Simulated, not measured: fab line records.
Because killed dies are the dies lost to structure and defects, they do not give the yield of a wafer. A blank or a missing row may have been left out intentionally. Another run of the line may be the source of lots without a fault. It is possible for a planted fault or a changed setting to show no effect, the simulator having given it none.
Matching of chambers / flow sfq line / SFQ_TRILAYER_I0_CMP_CMP_028 on cmp-02: 4 sister chambers
The step polishes SiO2. 8 wafers are shown with their chamber, then 9 later ones without.

WAFERS WITH THEIR CHAMBER
wafer=L910.2; chamber=1; motor current A (A)=11.5; time to endpoint s (s)=205
wafer=L911.5; chamber=3; motor current A (A)=12.7; time to endpoint s (s)=222
wafer=L911.6; chamber=0; motor current A (A)=9.9; time to endpoint s (s)=207
wafer=L913.4; chamber=3; motor current A (A)=12.5; time to endpoint s (s)=202
wafer=L913.6; chamber=2; motor current A (A)=10.5; time to endpoint s (s)=202
wafer=L917.1; chamber=1; motor current A (A)=11.3; time to endpoint s (s)=228
wafer=L917.3; chamber=0; motor current A (A)=9.8; time to endpoint s (s)=199
wafer=L917.6; chamber=2; motor current A (A)=11.0; time to endpoint s (s)=234

WAFERS WHOSE CHAMBER IS MISSING
wafer=L922.4; motor current A (A)=10.4; time to endpoint s (s)=219
wafer=L922.5; motor current A (A)=10.0; time to endpoint s (s)=220
wafer=L922.6; motor current A (A)=11.1; time to endpoint s (s)=217
wafer=L926.1; motor current A (A)=11.1; time to endpoint s (s)=213
wafer=L926.3; motor current A (A)=10.8; time to endpoint s (s)=217
wafer=L926.4; motor current A (A)=11.4; time to endpoint s (s)=218
wafer=L929.4; motor current A (A)=11.2; time to endpoint s (s)=224
wafer=L929.5; motor current A (A)=10.0; time to endpoint s (s)=212
wafer=L929.6; motor current A (A)=11.3; time to endpoint s (s)=219

WHICH CHAMBER EACH ONE RAN IN
wafer=L922.4; from the rows above=can't be placed: 2 or 0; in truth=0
wafer=L922.5; from the rows above=0; in truth=0
wafer=L922.6; from the rows above=can't be placed: 1 or 2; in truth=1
wafer=L926.1; from the rows above=can't be placed: 1 or 2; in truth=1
wafer=L926.3; from the rows above=2; in truth=2
wafer=L926.4; from the rows above=1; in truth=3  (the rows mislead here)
wafer=L929.4; from the rows above=can't be placed: 1 or 2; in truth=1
wafer=L929.5; from the rows above=0; in truth=0
wafer=L929.6; from the rows above=1; in truth=1
Correctly placed: 4 of 9. From these rows, 4 cannot be placed; in 4 the true chamber is one of the candidates. Number placed wrongly: 1.
How it was worked out, from the rows above alone: a wafer's distance from a chamber is the root of the sum, over the readings, of the square of ((its reading less the chamber's mean) divided by the reading's scatter). If the next closest chamber is less than 2 further off than the closest, the wafer can't be placed; otherwise it belongs to the closest. A chamber's mean is the mean of its shown wafers. The scatter: take each reading less its chamber's mean, square it, sum over the shown wafers, divide by the number of wafers less the number of chambers, and take the root.
